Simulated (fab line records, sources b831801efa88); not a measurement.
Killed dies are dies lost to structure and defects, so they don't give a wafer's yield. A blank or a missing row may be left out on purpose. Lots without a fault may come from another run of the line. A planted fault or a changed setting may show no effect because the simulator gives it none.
One fault seen from 2 desks | flow sky130 | each desk has only its own numbers; what lay behind them comes last

THE TOOL OWNER'S DESK: hdpcvd-02
The tool's own readings at SKY_VIA3_HDPCVD_00 (deposits SiO2, target thk 1635 nm, time 272.5 s): means of the sampled wafers that have a number, for each lot that ran on this tool. A lot is out of limits, marked OUT, if its mean lies more than 4 standard deviations from the usual mean; the brackets give that distance.
Columns: A = pressure_mtorr at SKY_VIA3_HDPCVD_00, usual 6.000 mTorr; B = run_length_s at SKY_VIA3_HDPCVD_00, usual 300.8 s
lot  | first seen here | A     | B
L524 | day 39 15:56    | 6.012 | 301.2
L525 | day 40 01:56    | 5.998 | 301.6
L541 | day 44 23:46    | 5.992 | 300.9
L542 | day 45 01:53    | 5.981 | 301.1
This desk's finding: nothing out of limits on any of the 4 lots.

THE METROLOGY DESK
What the gauges read, lot by lot, whatever tool the lot ran on: means of the sampled wafers that have a number. A lot is out of limits, marked OUT, if its mean lies more than 4 standard deviations from the usual mean; the brackets give that distance.
Columns: A = VIA3_OVL at SKY_VIA3_OVL_MEAS_13, usual 1 nm
lot  | first seen here | A
L524 | day 40 17:19    | 3
L525 | day 41 03:23    | 4
L526 | day 41 04:13    | -8
L534 | day 43 11:52    | 5
L535 | day 43 20:23    | 6
L538 | day 45 04:57    | 7
L539 | day 45 09:21    | -0
L541 | day 45 21:12    | 10
L540 | day 45 22:10    | -6
L542 | day 45 23:10    | -9
L543 | day 47 04:53    | 0
This desk's finding: nothing out of limits on any of the 11 lots.

PUT TOGETHER
The tool owner's desk saw nothing out of limits.
The metrology desk saw nothing out of limits.

WHAT THE SIMULATOR HAD PUT IN
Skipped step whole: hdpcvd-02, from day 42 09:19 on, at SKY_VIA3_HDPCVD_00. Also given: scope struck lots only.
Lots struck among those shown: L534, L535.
